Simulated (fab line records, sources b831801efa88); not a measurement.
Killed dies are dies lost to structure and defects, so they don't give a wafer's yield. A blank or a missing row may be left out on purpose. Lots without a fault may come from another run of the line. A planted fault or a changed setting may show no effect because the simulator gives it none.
A struck lot beside a sound one | flow sky130 | 43 steps out of a route of 708
Sound: wafers L519.2, L519.4, L519.6. Struck: wafers L532.4, L532.6. (L532.2 of the same lot was not struck and is left out.) The cause comes at the end.
At each step with rows: each side's tool, then ch and its chambers, then its first start. Under that, the readings that differ: sound wafers | struck wafers | difference of the means | sigmas: that difference in standard deviations of wafers without a fault.
alike: readings whose means differ by less than 2 such deviations, and words and numbers that are the same on both sides. not compared: withheld readings, readings that some wafer has no value for, bounds like >300 that may hide the same value, and numbers for which the record gives no deviation and whose values overlap.
The two part at a step that has a row with sigmas, a row that says differs or no value, or rows on one side only. Numbers that don't overlap but have no deviation are shown without sigmas and don't part them. A reading that every wafer of one side lacks parts them only if that side has two wafers or more.

first, 1 step without rows for these wafers: SKY_VT_ADJUST_LVTN_IMPLANT_08.
SKY_VT_ADJUST_LVTN_STRIP_09: strips in O2/N2.
  sound on plasma_asher-01 ch 0,1, day 8 05:38; struck on plasma_asher-01 ch 0, day 11 23:02
  alike: drypump_motor_current_A, oes_product_au, strip_time_to_endpoint_s
  not compared: rf_hours_counter_h
SKY_VT_ADJUST_LVTN_TW_MEAS_10:
  sound on film_metro-02, day 8 05:45; struck on film_metro-02, day 11 23:09
  alike: VT_ADJUST_LVTN_TW
then, 7 steps without rows for these wafers: SKY_VT_ADJUST_LVTN_DEHYDRATE_11 (time 60 s); SKY_VT_ADJUST_LVTN_HMDS_12 (prime time 60 s); SKY_VT_ADJUST_LVTN_COAT_13 (resist thk 1140 nm); SKY_VT_ADJUST_LVTN_SOFTBAKE_14 (time 60 s); SKY_VT_ADJUST_LVTN_EXPOSE_15 (exposes mask HVN STD DERIVED, target cd 600 nm); SKY_VT_ADJUST_LVTN_PEB_16; SKY_VT_ADJUST_LVTN_DEVELOP_17 (develop time 60 s).
SKY_VT_ADJUST_LVTN_OVL_MEAS_18:
  sound on overlay-01, day 9 03:25; struck on overlay-01, day 12 23:19
  alike: VT_ADJUST_LVTN_01_OVL
then, 1 step without rows for these wafers: SKY_VT_ADJUST_LVTN_IMPLANT_19.
SKY_VT_ADJUST_LVTN_STRIP_20: strips in O2/N2.
  sound on plasma_asher-01 ch 0, day 9 03:36; struck on plasma_asher-01 ch 0, day 12 23:30
  reading               | sound             | struck      | difference | sigmas
  oes_product_au (a.u.) | 0.717 0.706 0.714 | 0.721 0.723 | +0.010     | +2
  alike: drypump_motor_current_A, strip_time_to_endpoint_s
  not compared: rf_hours_counter_h
SKY_VT_ADJUST_LVTN_TW_MEAS_21:
  sound on film_metro-02, day 9 03:43; struck on film_metro-01, day 12 23:37
  alike: VT_ADJUST_LVTN_2_TW
then, 7 steps without rows for these wafers: SKY_VT_ADJUST_NCORE_DEHYDRATE_00 (time 60 s); SKY_VT_ADJUST_NCORE_HMDS_01 (prime time 60 s); SKY_VT_ADJUST_NCORE_COAT_02 (resist thk 1140 nm); SKY_VT_ADJUST_NCORE_SOFTBAKE_03 (time 58.28 s); SKY_VT_ADJUST_NCORE_EXPOSE_04 (exposes mask LVTN COMPLEMENT THIN, target cd 380 nm); SKY_VT_ADJUST_NCORE_PEB_05; SKY_VT_ADJUST_NCORE_DEVELOP_06 (develop time 60 s).
SKY_VT_ADJUST_NCORE_CD_MEAS_07: target cd 380 nm.
  sound on cd_sem-01, day 10 01:04; struck on cd_sem-02, day 14 01:11
  reading    | sound             | struck      | difference | sigmas
  cd_nm (nm) | 384.5 383.2 384.3 | 377.1 377.0 | -6.9       | -2
SKY_VT_ADJUST_NCORE_OVL_MEAS_08:
  sound on overlay-02, day 10 01:11; struck on overlay-01, day 14 01:17
  alike: VT_ADJUST_NCORE_OVL
then, 1 step without rows for these wafers: SKY_VT_ADJUST_NCORE_IMPLANT_09.
SKY_VT_ADJUST_NCORE_STRIP_10: strips in O2/N2.
  sound on plasma_asher-04 ch 0,1, day 10 01:22; struck on plasma_asher-02 ch 1, day 14 01:28
  reading                     | sound       | struck  | difference | sigmas
  drypump_motor_current_A (A) | 6.1 6.0 6.1 | 4.9 4.9 | -1.2       | -3
  alike: oes_product_au, strip_time_to_endpoint_s
  not compared: rf_hours_counter_h
SKY_VT_ADJUST_NCORE_TW_MEAS_11:
  sound on film_metro-02, day 10 01:28; struck on film_metro-04, day 14 01:35
  alike: VT_ADJUST_NCORE_TW
then, 7 steps without rows for these wafers: SKY_VT_ADJUST_HVTR_DEHYDRATE_00 (time 60 s); SKY_VT_ADJUST_HVTR_HMDS_01 (prime time 60 s); SKY_VT_ADJUST_HVTR_COAT_02 (resist thk 1140 nm); SKY_VT_ADJUST_HVTR_SOFTBAKE_03 (time 60 s); SKY_VT_ADJUST_HVTR_EXPOSE_04 (exposes mask HVTRM, target cd 380 nm); SKY_VT_ADJUST_HVTR_PEB_05; SKY_VT_ADJUST_HVTR_DEVELOP_06 (develop time 60 s).
SKY_VT_ADJUST_HVTR_CD_MEAS_07: target cd 380 nm.
  sound on cd_sem-01, day 10 23:59; struck on cd_sem-01, day 15 04:23
  alike: cd_nm
SKY_VT_ADJUST_HVTR_OVL_MEAS_08:
  sound on overlay-01, day 11 00:05; struck on overlay-01, day 15 04:29
  alike: VT_ADJUST_HVTR_OVL
then, 1 step without rows for these wafers: SKY_VT_ADJUST_HVTR_IMPLANT_09.
SKY_VT_ADJUST_HVTR_STRIP_10: strips in O2/N2.
  sound on plasma_asher-01 ch 0,1, day 11 00:16; struck on plasma_asher-03 ch 0, day 15 04:40
  alike: drypump_motor_current_A, oes_product_au, strip_time_to_endpoint_s
  not compared: rf_hours_counter_h
SKY_VT_ADJUST_HVTR_TW_MEAS_11:
  sound on film_metro-01, day 11 00:23; struck on film_metro-01, day 15 04:47
  alike: VT_ADJUST_HVTR_TW
then, 4 steps without rows for these wafers: SKY_VT_ADJUST_PCH_DEHYDRATE_00 (time 60 s); SKY_VT_ADJUST_PCH_HMDS_01 (prime time 60 s); SKY_VT_ADJUST_PCH_COAT_02 (resist thk 3000 nm); SKY_VT_ADJUST_PCH_SOFTBAKE_03.
-- the record jumps here: 35 days lie between the struck wafers' starts before and after (it left off in module VT_ADJUST_PCH and takes up again in module PAD_OPEN, whose first step shown is number 708 of the route) --
SKY_PAD_OPEN_PROBE_99:
  sound on prober-02, day 47 08:45; struck on prober-02, day 50 13:08
  reading             | sound | struck  | difference | sigmas
  killed_at_M4_up     | 7     | 1 4     | -4         | -3
  killed_at_contacts  | 18    | 32 24   | +10        | +2
  killed_at_front_end | 34    | 56 46   | +17        | +4
  killed_dies         | 97    | 130 115 | +26        | +3
  killed_short        | 49    | 37 34   | -14        | -2
  alike: killed_at_M0_to_M3, killed_at_other, killed_on_rim, killed_open

WHERE THEY PART
First at SKY_VT_ADJUST_LVTN_STRIP_20; last, within this record, at SKY_PAD_OPEN_PROBE_99.

WHY: what the simulator had put in
Chamber particle source: plasma_asher-01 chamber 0, from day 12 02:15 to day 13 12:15, at SKY_VT_ADJUST_LVTN_STRIP_20. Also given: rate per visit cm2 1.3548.
